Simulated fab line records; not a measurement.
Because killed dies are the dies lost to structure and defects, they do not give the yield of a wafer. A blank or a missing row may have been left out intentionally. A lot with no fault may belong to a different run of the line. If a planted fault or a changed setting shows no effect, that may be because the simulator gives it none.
A lot that was struck, set against a sound lot || flow sky130 || 14 out of 708 route steps
Sound: the wafers L786.1, L786.3, L786.4. Wafers struck: L783.1, L783.5, L783.6. The cause is named last.
Per side, at each step with rows, come the tool, then ch with its chambers, and then its first start. Under that, the readings that differ: sound wafers || struck wafers || difference of the means || sigmas: that difference in standard deviations of wafers without a fault.
alike: same words and numbers on both sides, and readings whose means sit less than 2 such deviations apart. not compared: any withheld reading, any reading some wafer has no value for, any bound like >300 that may hide the same value, and any number with overlapping values for which the record gives no deviation.
A row with sigmas, a row that says differs or no value, or rows on one side alone: a step with any of these is where the two part. Numbers that don't overlap but have no deviation are shown without sigmas and don't part them. Lack of a reading on every wafer of one side parts them only where that side has two or more wafers.

first, 5 steps without rows for these wafers: SKY_SONOS_ONO_COAT_08 (resist thk 1140 nm); SKY_SONOS_ONO_SOFTBAKE_09 (time 60 s); SKY_SONOS_ONO_EXPOSE_10 (exposes mask ONOM, target cd 410 nm); SKY_SONOS_ONO_PEB_11; SKY_SONOS_ONO_DEVELOP_12 (develop time 60 s).
SKY_SONOS_ONO_CD_MEAS_13: the cd target is 410 nm.
  sound: cdSem-01 at day 17 01:05; struck: cdSem-02 at day 16 07:14
  alike: cdNm
SKY_SONOS_ONO_OVL_MEAS_14:
  sound: overlay-01 at day 17 01:13; struck: overlay-02 at day 16 07:22
  alike: SONOS_ONO_OVL
SKY_SONOS_ONO_ETCH_15: etches the open film in CHF3/O2, target depth 19.52 nm, time 7.8 s.
  sound on rieDiel-03 ch 1,3, day 17 01:14; struck on rieDiel-02 ch 0,2,3, day 16 07:23
  alike: O2_flow_sccm, drypumpMotorCurrentA, oesProductAu, throttleValvePct
  not compared: rfHoursCounterH
then, 1 step without rows for these wafers: SKY_SONOS_ONO_WET_ETCH_16 (etches SiO2 in dHF, target depth 14 nm, time 280 s).
SKY_SONOS_ONO_STRIP_17: strips in O2/N2.
  sound on plasmaAsher-01 ch 0,1, day 17 01:21; struck on plasmaAsher-01 ch 0,1, day 16 07:30
  alike: drypumpMotorCurrentA, n2FlowSccm, oesProductAu, stripTimeToEndpointS
  not compared: rfHoursCounterH
then, 2 steps without rows for these wafers: SKY_SONOS_ONO_WET_ETCH_18 (etches Si3N4 in H3PO4, target depth 15 nm, time 172 s); SKY_GATE_OXIDE_CLEAN_00 (cleans in SC1/SC2, time 150 s).
SKY_GATE_OXIDE_OXIDATION_01: stabilise 600 s, purge 300 s, target thk 10.268 nm.
  struck on furnace-02, day 16 08:02; sound on furnace-01 ch 0, day 17 02:48
  no value came back on the struck wafers for oxTempC (C), oxTempCMax, spikeTcTopC (C); on the sound wafers oxTempC (C) reads 899.6 899.3 900.0
then, 1 step without rows for these wafers: SKY_GATE_OXIDE_DEHYDRATE_03 (time 60 s).

## WHERE THEY PART
Only at SKY_GATE_OXIDE_OXIDATION_01, as far as this record shows.

WHY: the cause the simulator had injected
Skipped step whole: furnace-02, from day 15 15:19 on, at SKY_GATE_OXIDE_OXIDATION_01. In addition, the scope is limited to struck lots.
